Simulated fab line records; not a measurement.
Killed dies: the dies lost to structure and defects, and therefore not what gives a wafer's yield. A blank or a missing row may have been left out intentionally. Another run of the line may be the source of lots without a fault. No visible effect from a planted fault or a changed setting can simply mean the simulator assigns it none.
fab line records | flow sfqLine
record: lots: 14 wafers: 42 lastDay: 87
route steps=325 shown I0@44
lots that met no fault: from a run of the same line without faults
startH: hours from the record's opening day to when the first of the lot's shown wafers began | waitH: hours elapsed since this lot's preceding step | " as in the row above | L1.1+2: one row covering several wafers at once | - either no value or no given start | * or withheld: withheld | < > ~ a bound
route shown NAME@n: names a module that has steps shown in the file, with the first one's number in the route | usual: mean/standard deviation of fault-free wafers | same: alike in all rows | chamber/n: place in a boat | sites: per-site readings | _std_site: how widely they spread, as a standard deviation | _edge_site: mean of outer sites minus mean of inner sites | radiusMm: for every site, how far away it sits from the centre of the wafer | mask NAME#n: copy n | behind: the tool/chamber that last shaped the wafer | hold: reason for holding the lot/hours on hold/outcome of the hold | device: which transistor (n, p or np) failed to switch | end of line: the tests these same wafers got at the end of their route | a step given without rows: its recipe and nothing more | killed: dies that structure and defects cost at the first sort, which is not the same as the wafer's yield | map: the dies of a wafer, with x for killed, . for not killed, _ for no die there
set.NAME: the setting that was run; set.NAME@STEP: the one run at that earlier step | model.NAME: the simulator's own value behind a step, which no gauge read
the route's steps for a sample of lots (tables are steps, rows are wafers)
services: the hour from which a tool's chamber was out of use, counted from the record's first day as startH (under 0 if before that day), plus the number of hours and why
== steps ==
step: SFQ_TRILAYER_I0_CMP_CMP_028
recipe: material: SiO2 downForcePsi: 3 platenRpm: 60 padVelocityMS: 0.94248
usual: motorCurrentA: 9.8/0.93 timeToEndpointS: 215/6.4
columns lot.wafer tool chamber startH waitH motorCurrentA timeToEndpointS
L415.3 cmp-01 2 276.04 5.6 9.2 218
L415.2 " 3 " " 9.8 211
L415.1 " 0 " " 9.2 208
L416.2 cmp-02 2 295.49 9.4 11.0 212
L416.1 " 1 296.99 10.9 11.1 212
L416.6 " 3 297.99 11.9 10.4 216
L417.1 cmp-01 3 300.04 6.8 9.9 207
L417.2 " 0 " " 9.6 211
L417.4 " 1 " " 8.4 214
L418.4 cmp-02 2 301.49 3.4 11.0 224
L418.3 " 3 " " 10.4 217
L418.5 " 2 303.49 5.4 11.1 214
L420.1 cmp-01 0 320.07 0.3 10.1 208
L420.4 " 1 " " 8.6 211
L420.6 " 1 322.57 2.8 8.5 211
L421.1 cmp-02 0 329.47 0.0 9.1 211
L421.6 " 0 331.47 2.0 9.4 219
L421.5 " 1 " " 11.3 220
L424.4 cmp-01 1 354.02 0.5 8.2 217
L424.3 " 2 " " 8.6 209
L424.1 " 3 " " 10.1 208
L426.3 cmp-01 0 371.79 0.6 9.6 253
L426.2 " 3 373.29 2.1 10.2 213
L426.5 " 0 " " 9.8 247
L427.1 cmp-01 0 377.50 1.5 9.8 263
L427.5 " 1 " " 8.3 220
L427.6 " 2 " " 9.2 230
L430.2 cmp-02 2 411.82 0.5 11.4 212
L430.3 " 0 412.82 1.5 9.4 219
L430.6 " 2 413.82 2.5 11.4 208
L433.3 cmp-02 2 430.62 0.0 11.6 207
L433.4 " 3 " " 10.5 228
L433.6 " 3 433.12 2.5 11.2 217
L435.3 cmp-02 1 455.82 0.0 10.5 209
L435.2 " 0 457.32 1.5 9.1 207
L435.5 " 1 " " 10.5 216
L436.4 cmp-01 0 464.72 0.5 9.6 219
L436.2 " 1 " " 9.2 215
L436.6 " 0 466.72 2.5 9.6 232
L437.3 cmp-01 2 474.32 0.5 9.4 219
L437.1 " 0 475.32 1.5 9.9 215
L437.5 " 1 " " 8.7 216
step: SFQ_TRILAYER_I0_METRO_MEASURE_029
usual: thkNm: 200.0/0.88
columns lot.wafer tool chamber startH waitH thkNm
L415.1 filmMetro-02 - 278.66 0.1 199.8
L415.2 " - " " 200.8
L415.3 " - " " 200.5
L416.1 filmMetro-03 - 298.61 0.1 200.5
L416.2 " - " " 200.2
L416.6 " - " " 201.6
L417.1 filmMetro-04 - 302.66 0.1 199.1
L417.2 " - " " 199.9
L417.4 " - " " 198.2
L418.3 filmMetro-02 - 305.01 0.5 200.0
L418.4 " - " " 199.2
L418.5 " - " " 199.5
L420.1 filmMetro-02 - 323.19 0.1 201.5
L420.4 " - " " 198.0
L420.6 " - " " 199.4
L421.1 filmMetro-04 - 332.59 0.1 200.7
L421.5 " - " " 200.2
L421.6 " - " " 200.3
L424.1 filmMetro-03 - 356.64 0.1 199.2
L424.3 " - " " 200.5
L424.4 " - " " 199.5
L426.2 filmMetro-02 - 375.11 0.3 200.5
L426.3 " - " " 151.1
L426.5 " - " " 150.9
L427.1 filmMetro-02 - 379.12 0.1 151.5
L427.5 " - " " 199.4
L427.6 " - " " 200.9
L430.2 filmMetro-04 - 414.64 0.3 199.4
L430.3 " - " " 199.6
L430.6 " - " " 198.6
L433.3 filmMetro-03 - 434.14 0.5 199.0
L433.4 " - " " 199.9
L433.6 " - " " 199.8
L435.2 filmMetro-03 - 459.14 0.3 200.5
L435.3 " - " " 200.0
L435.5 " - " " 200.4
L436.2 filmMetro-02 - 467.54 0.3 200.1
L436.4 " - " " 201.4
L436.6 " - " " 201.7
L437.1 filmMetro-02 - 476.94 0.1 200.9
L437.3 " - " " 200.9
L437.5 " - " " 200.8
step: SFQ_TRILAYER_I0_VIA_ETCH_VIA_ETCH_034
recipe: target: SiO2 stopOn: Nb maskMaterial: PR taperDeg: 20 chemistry: CHF3 targetDepthNm: 260 sourceW: 500 biasW: 80 pressureMtorr: 30 timeS: withheld
usual: drypumpMotorCurrentA: 5.8/0.55 oesProductAu: 0.854/0.0049
columns lot.wafer tool chamber startH waitH drypumpMotorCurrentA oesProductAu
L415.1 rieDiel-02 2 402.32 0.0 6.3 0.850
L415.2 " 3 " " 5.7 0.852
L415.3 " 1 " " 4.8 0.867
L416.1 rieDiel-03 1 428.42 0.0 6.8 0.854
L416.2 " 2 " " 6.4 0.853
L416.6 " 0 " " 6.2 0.861
L417.1 rieDiel-03 2 434.42 0.0 6.4 0.851
L417.2 " 0 " " 6.1 0.854
L417.4 " 1 " " 6.8 0.852
L418.3 rieDiel-02 2 436.82 0.0 6.3 0.853
L418.4 " 3 " " 5.7 0.849
L418.5 " 2 " " 6.3 0.850
L420.1 rieDiel-01 3 460.82 0.0 6.0 0.856
L420.4 " 2 " " 5.8 0.853
L420.6 " 0 " " 5.4 0.858
L421.1 rieDiel-01 2 471.62 0.0 5.9 0.859
L421.5 " 1 " " 5.0 0.851
L421.6 " 2 " " 5.8 0.853
L424.1 rieDiel-02 1 505.59 0.0 4.8 0.850
L424.3 " 2 " " 6.3 0.852
L424.4 " 0 " " 6.0 0.860
L426.2 rieDiel-01 1 536.75 0.0 5.0 0.858
L426.3 " 2 " " 5.8 0.732
L426.5 " 2 " " 5.9 0.739
L427.1 rieDiel-02 2 540.35 0.0 6.3 0.739
L427.5 " 1 " " 4.8 0.850
L427.6 " 2 " " 6.3 0.857
L430.2 rieDiel-02 0 580.18 0.0 6.0 0.856
L430.3 " 3 " " 5.7 0.853
L430.6 " 2 " " 6.3 0.853
L433.3 rieDiel-03 2 598.18 0.0 6.4 0.860
L433.4 " 0 " " 6.2 0.853
L433.6 " 3 " " 5.8 0.851
L435.2 rieDiel-03 0 614.98 0.0 6.1 0.853
L435.3 " 2 " " 6.4 0.852
L435.5 " 0 " " 6.1 0.863
L436.2 rieDiel-03 1 622.18 0.0 6.8 0.855
L436.4 " 0 " " 6.1 0.858
L436.6 " 0 " " 6.1 0.860
L437.1 rieDiel-03 3 633.20 0.0 5.8 0.855
L437.3 " 2 " " 6.4 0.861
L437.5 " 1 " " 6.8 0.854
== services ==
columns tool chamber startH hours kind
rieDiel-03 1 252.56 11.6 repair
filmMetro-02 - 268.72 0.7 pm
cmp-02 - 282.05 13.4 pm
filmMetro-02 - 291.75 2.8 repair
cmp-02 - 299.11 0.3 repair
cmp-02 - 321.27 7.8 pm
rieDiel-03 1 334.18 39.1 repair
cmp-02 - 359.31 0.3 repair
rieDiel-03 3 379.95 3.9 repair
cmp-01 - 384.40 5.1 repair
rieDiel-03 1 399.26 8.0 repair
cmp-02 - 405.62 1.3 repair
cmp-02 - 406.91 4.0 pm
cmp-01 - 411.72 6.7 pm
filmMetro-02 - 416.64 2.4 pm
rieDiel-03 3 435.25 4.8 repair
filmMetro-02 - 460.64 0.4 pm
rieDiel-03 - 467.35 0.8 repair
cmp-02 - 478.83 3.5 repair
filmMetro-02 - 514.69 0.3 pm
cmp-01 - 540.98 7.6 pm
cmp-02 - 552.68 0.4 repair
cmp-01 - 576.65 4.0 pm
cmp-01 - 610.14 1.8 repair
== key ==
firstSign: step: SFQ_TRILAYER_I0_CMP_CMP_028 reading: timeToEndpointS direction: up sigmas: 6.2 usual: * struck: *
effect: step: SFQ_TRILAYER_I0_METRO_MEASURE_029 reading: thkNm direction: down sigmas: 56 usual: 200.0 struck: 151.2
effect: step: SFQ_TRILAYER_I0_VIA_ETCH_VIA_ETCH_034 reading: oesProductAu direction: down sigmas: 24 usual: 0.854 struck: 0.737
metAt SFQ_TRILAYER_I0_CMP_CMP_028
struckLots L426,L427
struckWafers L426.3,L426.5,L427.1
fault: kind: processParameterDrift tool: cmp-01 chamber: 0 onsetH: 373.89 steps: SFQ_TRILAYER_I0_CMP_CMP_028 channel: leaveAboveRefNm offset: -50 shape: step endH: 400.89 actsIn: theseRecipesOnly stated: 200
